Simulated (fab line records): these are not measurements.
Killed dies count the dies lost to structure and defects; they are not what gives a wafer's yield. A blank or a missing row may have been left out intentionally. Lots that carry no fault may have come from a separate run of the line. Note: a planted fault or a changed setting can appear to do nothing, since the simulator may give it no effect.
Which tool was responsible? / flow gf180mcu / 39 wafers from 13 lots sampled at 4 of the route's 602 steps

## WHAT THE GAUGES READ, wafer by wafer
GF_VT_IMPLANT_OVL_MEAS_18.
lot=L156; measured=day 6 08:40; on=overlay-02; VT_IMPLANT_01_OVL (nm)=-3.6 -4.1 -1.4
lot=L157; measured=day 6 11:55; on=overlay-01; VT_IMPLANT_01_OVL (nm)=-3.5 0.1 1.6
lot=L159; measured=day 7 00:54; on=overlay-01; VT_IMPLANT_01_OVL (nm)=1.9 1.0 1.9
lot=L160; measured=day 7 09:22; on=overlay-02; VT_IMPLANT_01_OVL (nm)=1.2 2.2 3.0
lot=L161; measured=day 7 13:13; on=overlay-02; VT_IMPLANT_01_OVL (nm)=1.2 1.1 1.6
lot=L162; measured=day 7 18:58; on=overlay-01; VT_IMPLANT_01_OVL (nm)=4.3 3.1 3.4
lot=L166; measured=day 8 22:13; on=overlay-01; VT_IMPLANT_01_OVL (nm)=0.4 1.3 2.5
lot=L167; measured=day 9 07:06; on=overlay-02; VT_IMPLANT_01_OVL (nm)=-1.5 0.4 -1.6
lot=L169; measured=day 9 16:07; on=overlay-01; VT_IMPLANT_01_OVL (nm)=1.6 -0.3 0.8
lot=L170; measured=day 9 21:52; on=overlay-02; VT_IMPLANT_01_OVL (nm)=1.2 0.7 0.1
lot=L171; measured=day 10 05:05; on=overlay-02; VT_IMPLANT_01_OVL (nm)=1.0 0.4 1.4
lot=L173; measured=day 10 19:49; on=overlay-02; VT_IMPLANT_01_OVL (nm)=3.4 1.3 0.5
lot=L175; measured=day 11 06:06; on=overlay-02; VT_IMPLANT_01_OVL (nm)=1.3 3.0 2.6

GF_DUAL_GATE_THK_MEAS_03.
lot=L156; measured=day 7 18:58; on=filmMetro-03; DUAL_GATE_OXIDATION_00_THK (nm)=11.23 11.26 11.34
lot=L157; measured=day 8 00:02; on=filmMetro-03; DUAL_GATE_OXIDATION_00_THK (nm)=10.99 10.92 11.18
lot=L159; measured=day 8 13:09; on=filmMetro-02; DUAL_GATE_OXIDATION_00_THK (nm)=17.48 17.42 17.44
lot=L160; measured=day 8 20:40; on=filmMetro-03; DUAL_GATE_OXIDATION_00_THK (nm)=10.93 10.99 11.17
lot=L161; measured=day 9 00:40; on=filmMetro-02; DUAL_GATE_OXIDATION_00_THK (nm)=11.15 11.19 11.25
lot=L162; measured=day 9 10:34; on=filmMetro-02; DUAL_GATE_OXIDATION_00_THK (nm)=18.03 18.32 17.69
lot=L166; measured=day 10 11:20; on=filmMetro-04; DUAL_GATE_OXIDATION_00_THK (nm)=11.44 11.22 11.19
lot=L167; measured=day 11 00:07; on=filmMetro-03; DUAL_GATE_OXIDATION_00_THK (nm)=17.02 17.26 17.47
lot=L169; measured=day 11 08:02; on=filmMetro-03; DUAL_GATE_OXIDATION_00_THK (nm)=10.77 10.66 10.59
lot=L170; measured=day 11 13:02; on=filmMetro-02; DUAL_GATE_OXIDATION_00_THK (nm)=10.96 10.87 11.01
lot=L171; measured=day 11 21:08; on=filmMetro-03; DUAL_GATE_OXIDATION_00_THK (nm)=10.92 11.29 10.92
lot=L173; measured=day 12 12:25; on=filmMetro-04; DUAL_GATE_OXIDATION_00_THK (nm)=10.54 10.80 10.82
lot=L175; measured=day 12 23:44; on=filmMetro-02; DUAL_GATE_OXIDATION_00_THK (nm)=11.10 10.87 11.02

## EACH LOT AND THE TOOL THAT RAN IT (in order: tool; ch and the chambers of the sampled wafers; start)
lot=L156; GF_VT_IMPLANT_STRIP_20=plasmaAsher-01 ch 0,1, day 6 08:50; GF_DUAL_GATE_OXIDATION_02=furnace-01 ch 0, day 7 17:31
lot=L157; GF_VT_IMPLANT_STRIP_20=plasmaAsher-01 ch 0,1, day 6 12:06; GF_DUAL_GATE_OXIDATION_02=furnace-02 ch 0, day 7 22:35
lot=L159; GF_VT_IMPLANT_STRIP_20=plasmaAsher-03 ch 0,1, day 7 01:05; GF_DUAL_GATE_OXIDATION_02=furnace-02 ch 0, day 8 10:05 and furnace-01 ch 0, day 8 11:43
lot=L160; GF_VT_IMPLANT_STRIP_20=plasmaAsher-03 ch 0,1, day 7 09:32; GF_DUAL_GATE_OXIDATION_02=furnace-02 ch 0, day 8 19:13
lot=L161; GF_VT_IMPLANT_STRIP_20=plasmaAsher-03 ch 0,1, day 7 13:26; GF_DUAL_GATE_OXIDATION_02=furnace-01 ch 0, day 8 23:12
lot=L162; GF_VT_IMPLANT_STRIP_20=plasmaAsher-04 ch 0, day 7 19:09; GF_DUAL_GATE_OXIDATION_02=furnace-01 ch 0, day 9 06:19 and furnace-02 ch 0, day 9 09:07
lot=L166; GF_VT_IMPLANT_STRIP_20=plasmaAsher-03 ch 0,1, day 8 22:24; GF_DUAL_GATE_OXIDATION_02=furnace-02 ch 0, day 10 09:53
lot=L167; GF_VT_IMPLANT_STRIP_20=plasmaAsher-01 ch 0, day 9 07:17; GF_DUAL_GATE_OXIDATION_02=furnace-02 ch 0, day 10 20:59 and furnace-01 ch 0, day 10 22:35
lot=L169; GF_VT_IMPLANT_STRIP_20=plasmaAsher-03 ch 0,1, day 9 16:17; GF_DUAL_GATE_OXIDATION_02=furnace-02 ch 0, day 11 06:36
lot=L170; GF_VT_IMPLANT_STRIP_20=plasmaAsher-03 ch 0,1, day 9 22:02; GF_DUAL_GATE_OXIDATION_02=furnace-02 ch 0, day 11 11:34
lot=L171; GF_VT_IMPLANT_STRIP_20=plasmaAsher-01 ch 0,1, day 10 05:17; GF_DUAL_GATE_OXIDATION_02=furnace-01 ch 0, day 11 19:40
lot=L173; GF_VT_IMPLANT_STRIP_20=plasmaAsher-03 ch 0,1, day 10 19:59; GF_DUAL_GATE_OXIDATION_02=furnace-01 ch 0, day 12 10:58
lot=L175; GF_VT_IMPLANT_STRIP_20=plasmaAsher-03 ch 0,1, day 11 06:17; GF_DUAL_GATE_OXIDATION_02=furnace-02 ch 0, day 12 22:17
- GF_VT_IMPLANT_STRIP_20: strips in O2/N2.
- GF_DUAL_GATE_OXIDATION_02: stabilise 600 s, purge 300 s, target thk 10.887 nm.

## WHAT THE TOOLS THEMSELVES READ (means of the sampled wafers that have a number; where no wafer has one, the mark that the record gives instead)
GF_VT_IMPLANT_STRIP_20.
lot=L156; tool=plasmaAsher-01; drypumpMotorCurrentA (A)=5.5; heaterPowerW (W)=303; o2FlowSccm (sccm)=2999; oesProductAu (a.u.)=0.716; platenTempC (C)=250.04; stripTimeToEndpointS (s)=12.65
lot=L157; tool=plasmaAsher-01; drypumpMotorCurrentA (A)=5.5; heaterPowerW (W)=304; o2FlowSccm (sccm)=3004; oesProductAu (a.u.)=0.713; platenTempC (C)=249.84; stripTimeToEndpointS (s)=12.66
lot=L159; tool=plasmaAsher-03; drypumpMotorCurrentA (A)=5.6; heaterPowerW (W)=309; o2FlowSccm (sccm)=3011; oesProductAu (a.u.)=0.714; platenTempC (C)=250.01; stripTimeToEndpointS (s)=12.60
lot=L160; tool=plasmaAsher-03; drypumpMotorCurrentA (A)=5.4; heaterPowerW (W)=302; o2FlowSccm (sccm)=2997; oesProductAu (a.u.)=0.718; platenTempC (C)=250.18; stripTimeToEndpointS (s)=12.63
lot=L161; tool=plasmaAsher-03; drypumpMotorCurrentA (A)=5.6; heaterPowerW (W)=311; o2FlowSccm (sccm)=3011; oesProductAu (a.u.)=0.716; platenTempC (C)=250.08; stripTimeToEndpointS (s)=12.58
lot=L162; tool=plasmaAsher-04; drypumpMotorCurrentA (A)=6.2; heaterPowerW (W)=333; o2FlowSccm (sccm)=2998; oesProductAu (a.u.)=0.718; platenTempC (C)=250.26; stripTimeToEndpointS (s)=12.65
lot=L166; tool=plasmaAsher-03; drypumpMotorCurrentA (A)=5.4; heaterPowerW (W)=298; o2FlowSccm (sccm)=3007; oesProductAu (a.u.)=0.714; platenTempC (C)=249.87; stripTimeToEndpointS (s)=12.62
lot=L167; tool=plasmaAsher-01; drypumpMotorCurrentA (A)=6.2; heaterPowerW (W)=244; o2FlowSccm (sccm)=3008; oesProductAu (a.u.)=0.719; platenTempC (C)=250.23; stripTimeToEndpointS (s)=12.65
lot=L169; tool=plasmaAsher-03; drypumpMotorCurrentA (A)=5.4; heaterPowerW (W)=300; o2FlowSccm (sccm)=3000; oesProductAu (a.u.)=0.716; platenTempC (C)=250.09; stripTimeToEndpointS (s)=12.68
lot=L170; tool=plasmaAsher-03; drypumpMotorCurrentA (A)=5.4; heaterPowerW (W)=300; o2FlowSccm (sccm)=3000; oesProductAu (a.u.)=0.719; platenTempC (C)=249.85; stripTimeToEndpointS (s)=12.65
lot=L171; tool=plasmaAsher-01; drypumpMotorCurrentA (A)=5.5; heaterPowerW (W)=308; o2FlowSccm (sccm)=2987; oesProductAu (a.u.)=0.713; platenTempC (C)=250.14; stripTimeToEndpointS (s)=12.62
lot=L173; tool=plasmaAsher-03; drypumpMotorCurrentA (A)=5.6; heaterPowerW (W)=308; o2FlowSccm (sccm)=3012; oesProductAu (a.u.)=0.717; platenTempC (C)=249.97; stripTimeToEndpointS (s)=12.60
lot=L175; tool=plasmaAsher-03; drypumpMotorCurrentA (A)=5.4; heaterPowerW (W)=301; o2FlowSccm (sccm)=2988; oesProductAu (a.u.)=0.720; platenTempC (C)=249.99; stripTimeToEndpointS (s)=12.70

## THE ANSWER, worked out from the rows above alone
Rule: usual is defined by the lots themselves. The widest of any qualifying gaps counts: lots, ordered by their means at a reading, are off when they make up no more than a third of the lots, leave a main group of 4 or more, and stand apart from it by 3 or more times the standard deviation of that group's means. A main group whose means are all the same, to the digits that the tables above print for the reading, isn't used. A lot without any number at a reading at which 4 lots or more have one is off too. Any other lot the step has rows for is counted as sound. First the gauges in route order, then the tools' own readings, where a lot's mean is used as printed above. The first step at which some lot is off is used, and at that step the reading that is off furthest; a lot without a number counts as furthest.
Off: L159, L162, L167, at GF_DUAL_GATE_THK_MEAS_03 (DUAL_GATE_OXIDATION_00_THK). Main group: mean 11.02 nm, sd 0.2.
If a tool, at a process step before that reading, ran all the lots that are off and no sound lot after the first of them, it fits. The gauges at GF_DUAL_GATE_THK_MEAS_03 are tried like those tools. Not one of the candidates tried fits.

## WHAT WAS PUT IN BY THE SIMULATOR
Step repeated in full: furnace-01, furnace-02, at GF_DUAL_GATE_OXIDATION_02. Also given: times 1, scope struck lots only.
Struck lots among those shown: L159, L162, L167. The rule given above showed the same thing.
